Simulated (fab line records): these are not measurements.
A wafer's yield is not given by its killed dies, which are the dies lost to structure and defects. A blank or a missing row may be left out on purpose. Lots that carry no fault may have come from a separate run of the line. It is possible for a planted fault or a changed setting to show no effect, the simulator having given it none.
Lot-split experiment | flow sky130 | 5 lots, 23 wafers read, on a route of 708 steps

## THE SPLIT
At SKY_RES_PROTECT_COAT_02 (resist thk 1140 nm), the setting resist_thk_nm was moved away from the recipe's 1140 nm on 7 of the 23 wafers read, by -3.1% to +5.2%. All remaining wafers had this setting at the recipe value.

The reading comes from the split's own step.

## THE READING
NOVOLAK_of_RES_PROTECT_COAT_02.thk_nm (the simulator's own value, which no gauge read), in nm, at SKY_RES_PROTECT_COAT_02 (resist thk 1140 nm). There is no usual value for it anywhere in the file. Here, 16 wafers ran the recipe; their average is 1142 nm with a standard deviation of 2.1 nm.

wafer  | tool, chamber at the split | resist_thk_nm as run, nm | against the recipe | NOVOLAK_of_RES_PROTECT_COAT_02.thk_nm, nm | against lot-mates on the recipe
L077.1 | litho_track-01, 0          | 1105                     | -3.1%              | 1107                                      | -37
L077.2 | litho_track-01, 0          | 1140                     | recipe             | 1143                                      | -
L077.3 | litho_track-01, 0          | 1140                     | recipe             | 1145                                      | -
L077.5 | litho_track-01, 0          | 1140                     | recipe             | 1144                                      | -
L077.6 | litho_track-01, 0          | 1105                     | -3.1%              | 1103                                      | -41
L080.2 | litho_track-02, 0          | 1140                     | recipe             | 1140                                      | -
L080.4 | litho_track-02, 0          | 1140                     | recipe             | 1139                                      | -
L080.5 | litho_track-02, 0          | 1140                     | recipe             | 1139                                      | -
L082.1 | litho_track-01, 0          | 1140                     | recipe             | 1140                                      | -
L082.3 | litho_track-01, 0          | 1140                     | recipe             | 1138                                      | -
L082.4 | litho_track-01, 0          | 1140                     | recipe             | 1143                                      | -
L082.5 | litho_track-01, 0          | 1140                     | recipe             | 1141                                      | -
L082.6 | litho_track-01, 0          | 1140                     | recipe             | 1142                                      | -
L084.1 | litho_track-02, 0          | 1140                     | recipe             | 1144                                      | -
L084.2 | litho_track-02, 0          | 1199                     | +5.2%              | 1200                                      | +57
L084.3 | litho_track-02, 0          | 1199                     | +5.2%              | 1196                                      | +53
L084.5 | litho_track-02, 0          | 1199                     | +5.2%              | 1197                                      | +54
L084.6 | litho_track-02, 0          | 1140                     | recipe             | 1142                                      | -
L085.1 | litho_track-02, 0          | 1140                     | recipe             | 1145                                      | -
L085.2 | litho_track-02, 0          | 1140                     | recipe             | 1142                                      | -
L085.3 | litho_track-02, 0          | 1140                     | recipe             | 1143                                      | -
L085.4 | litho_track-02, 0          | 1117                     | -2.0%              | 1122                                      | -21
L085.5 | litho_track-02, 0          | 1117                     | -2.0%              | 1119                                      | -24

THE FIT
A straight line over all 23 wafers: NOVOLAK_of_RES_PROTECT_COAT_02.thk_nm changes by +11 nm for each +1% of resist_thk_nm; r = +1.00; the points scatter about the line by 2.3 nm.
The same after taking each lot's own level away (the mean of its wafers on the recipe; 23 wafers): +11 nm for each +1%; r = +1.00; scatter 2.2 nm.
According to that fit, moving resist_thk_nm by its largest amount changes the reading by 57 nm.
From 1139.3 to 1144.0 nm: that is the span of the lots' own levels, equal to 2.2 times the standard deviation above.
So the lot-to-lot level changes the slope little: the two slopes agree.
Check: with one of the wafers moved furthest among these (+5.2%) left out of the fit, the line predicts +56 nm for it against its lot-mates. Against them it came out at +57 nm.

## THESE WAFERS: OTHER SPLITS
Note: prior to the reading, these wafers also went through further splits. Each is held against what the fit with the lots' levels taken away leaves over:
other split on the same wafers             | wafers away from the commonest value | r with NOVOLAK_of_RES_PROTECT_COAT_02.thk_nm (lot level and that fit taken away)
SKY_VT_ADJUST_LVTN_COAT_13 resist_thk_nm   | 8                                    | +0.22
SKY_VT_ADJUST_NCORE_EXPOSE_04 dose_mj      | 7                                    | -0.07
SKY_VT_ADJUST_HVTR_IMPLANT_09 dose_cm2     | 8                                    | +0.11
SKY_VT_ADJUST_PCH_IMPLANT_08 energy_kev    | 6                                    | +0.01
SKY_SONOS_TUNNEL_DEVELOP_06 develop_time_s | 7                                    | +0.01
SKY_SONOS_TUNNEL_IMPLANT_09 dose_cm2       | 8                                    | -0.14
SKY_SONOS_ONO_CVD_04 temp_c                | 10                                   | +0.00
SKY_SONOS_ONO_DEVELOP_12 dev_temp_c        | 7                                    | -0.05

## THE FILE'S OWN FIT
NOVOLAK_of_RES_PROTECT_COAT_02.thk_nm changes by +11.1 nm for each +1% of resist_thk_nm, r = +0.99.
